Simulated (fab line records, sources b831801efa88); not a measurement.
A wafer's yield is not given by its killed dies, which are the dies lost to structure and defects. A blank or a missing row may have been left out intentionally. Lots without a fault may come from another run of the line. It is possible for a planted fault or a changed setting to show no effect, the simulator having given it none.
A lot that was struck, set against a sound lot ; flow sfq_line ; 25 steps out of a route of 325
Sound: the wafers L134.1, L134.3, L134.4. Struck: wafer L150.2. (L150.1, L150.3 of the same lot were not struck and are left out.) The cause comes at the end.
For every step that has rows: the tool of each side, followed by ch and its chambers, followed by its first start. Under that, the readings that differ: sound wafers ; struck wafers ; difference of the means ; sigmas: that difference in standard deviations of wafers without a fault.
alike: same words and numbers on both sides, and readings whose means sit less than 2 such deviations apart. not compared: any withheld reading, any reading some wafer has no value for, any bound like >300 that may hide the same value, and any number with overlapping values for which the record gives no deviation.
A row with sigmas, a row that says differs or no value, or rows on one side alone: a step with any of these is where the two part. Numbers that have no deviation but don't overlap get no sigmas and don't part them. A reading that every wafer of one side lacks parts them only if that side has two wafers or more.

first, 6 steps without rows for these wafers: SFQ_TRILAYER_M7_LITHO_COAT_182 (resist thk 62 nm); SFQ_TRILAYER_M7_LITHO_COAT_177 (resist thk 600 nm); SFQ_TRILAYER_M7_LITHO_SOFTBAKE_181; SFQ_TRILAYER_M7_LITHO_EXPOSE_178 (exposes mask M7, target cd 500 nm); SFQ_TRILAYER_M7_LITHO_PEB_180 (peb time 60 s); SFQ_TRILAYER_M7_LITHO_DEVELOP_179 (time 60 s).
SFQ_M7_OVL_MEAS_945:
  sound on overlay-01, day 79 18:46; struck on overlay-02, day 86 10:34
  alike: M7_OVL
SFQ_TRILAYER_M7_BARC_OPEN_METAL_ETCH_229: etches BARC in O2, target depth 125 nm, time 41.7 s.
  sound on rie_metal-03 ch 0,1, day 79 18:49; struck on rie_metal-03 ch 1, day 86 10:35
  alike: drypump_motor_current_A, oes_product_au
  not compared: rf_hours_counter_h
SFQ_TRILAYER_M7_ETCH_METAL_ETCH_180: etches Nb in Cl2/Ar, stops on SiO2, target depth 240 nm, time 120 s.
  sound on rie_metal-03 ch 0,1, day 79 18:52; struck on rie_metal-03 ch 1, day 86 10:39
  alike: drypump_motor_current_A, oes_product_au
  not compared: rf_hours_counter_h
SFQ_TRILAYER_M7_STRIP_STRIP_181: strips in O2.
  sound on rie_metal-03 ch 0,1, day 79 18:59; struck on rie_metal-03 ch 1, day 86 10:47
  alike: drypump_motor_current_A, oes_product_au, platen_temp_c
  not compared: rf_hours_counter_h
then, 1 step without rows for these wafers: SFQ_TRILAYER_M7_STRIP_SOLV_CLEAN_182 (cleans in NMP, time 600 s).
SFQ_TRILAYER_I7_DEP_PECVD_183: deposits SiO2 from SiH4/N2O, time 111.11 s, target thk 500 nm.
  sound on pecvd-04 ch 0,1,2, day 79 19:46; struck on pecvd-03 ch 1, day 86 11:33
  alike: heater_power_w, throttle_valve_pct
SFQ_TRILAYER_I7_CMP_CMP_184: polishes SiO2.
  sound on cmp-02 ch 1,2,3, day 80 09:46; struck on cmp-01 ch 3, day 86 13:35
reading;sound;struck;difference;sigmas
time_to_endpoint_s (s);206 206 209;177;-30;-5
model.SiO2_of_TRILAYER_I7_DEP_PECVD_183.thk_nm (nm);198.9 199.1 200.1;250.7;+51.3;
  alike: motor_current_A
SFQ_I7_BOW_MEAS_946:
  sound on film_metro-02, day 80 12:46; struck on film_metro-01, day 86 16:35
  alike: I7_BOW
SFQ_TRILAYER_I7_METRO_MEASURE_185:
  sound on film_metro-02, day 80 12:53; struck on film_metro-01, day 86 16:42
reading;sound;struck;difference;sigmas
thk_nm (nm);198.9 198.9 200.1;250.6;+51.3;+51
then, 6 steps without rows for these wafers: SFQ_TRILAYER_I7_VIA_LITHO_COAT_192 (resist thk 62 nm); SFQ_TRILAYER_I7_VIA_LITHO_COAT_187 (resist thk 650 nm); SFQ_TRILAYER_I7_VIA_LITHO_SOFTBAKE_191; SFQ_TRILAYER_I7_VIA_LITHO_EXPOSE_188 (exposes mask I7, target cd 1000 nm); SFQ_TRILAYER_I7_VIA_LITHO_PEB_190 (peb time 60 s); SFQ_TRILAYER_I7_VIA_LITHO_DEVELOP_189 (time 60 s).
-- the record jumps here: 3 days lie between the struck wafers' starts before and after --
SFQ_I7_OVL_MEAS_947:
  sound on overlay-01, day 84 16:34; struck on overlay-02, day 89 19:44
  alike: I7_OVL
SFQ_TRILAYER_I7_VIA_BARC_OPEN_VIA_ETCH_260: etches BARC in O2, target depth 125 nm, time 41.7 s.
  sound on rie_diel-01 ch 0,2,3, day 84 16:35; struck on rie_diel-02 ch 3, day 89 19:47
reading;sound;struck;difference;sigmas
rf_hours_counter_h (h);18 8 11;4;-8;
  alike: drypump_motor_current_A, oes_product_au
SFQ_TRILAYER_I7_VIA_ETCH_VIA_ETCH_190: etches SiO2 in CHF3, stops on Nb, target depth 260 nm.
  sound on rie_diel-01 ch 0,2,3, day 84 16:38; struck on rie_diel-02 ch 3, day 89 19:49
reading;sound;struck;difference;sigmas
oes_product_au (a.u.);0.845 0.850 0.855;0.980;+0.130;+25
model.etch.depth_nm (nm);198.9 199.1 200.1;250.7;+51.3;
model.I7.feature_depth_nm (nm);198.9 199.1 200.1;250.7;+51.3;
  alike: drypump_motor_current_A
then, 1 step without rows for these wafers: SFQ_TRILAYER_I7_VIA_STRIP_STRIP_191 (strips in O2).

WHERE THEY PART
Last at SFQ_TRILAYER_I7_VIA_ETCH_VIA_ETCH_190 as far as this record goes, first at SFQ_TRILAYER_I7_CMP_CMP_184.

WHY: the cause the simulator had injected
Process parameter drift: cmp-01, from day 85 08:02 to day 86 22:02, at SFQ_TRILAYER_I7_CMP_CMP_184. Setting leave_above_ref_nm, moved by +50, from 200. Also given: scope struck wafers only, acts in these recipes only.
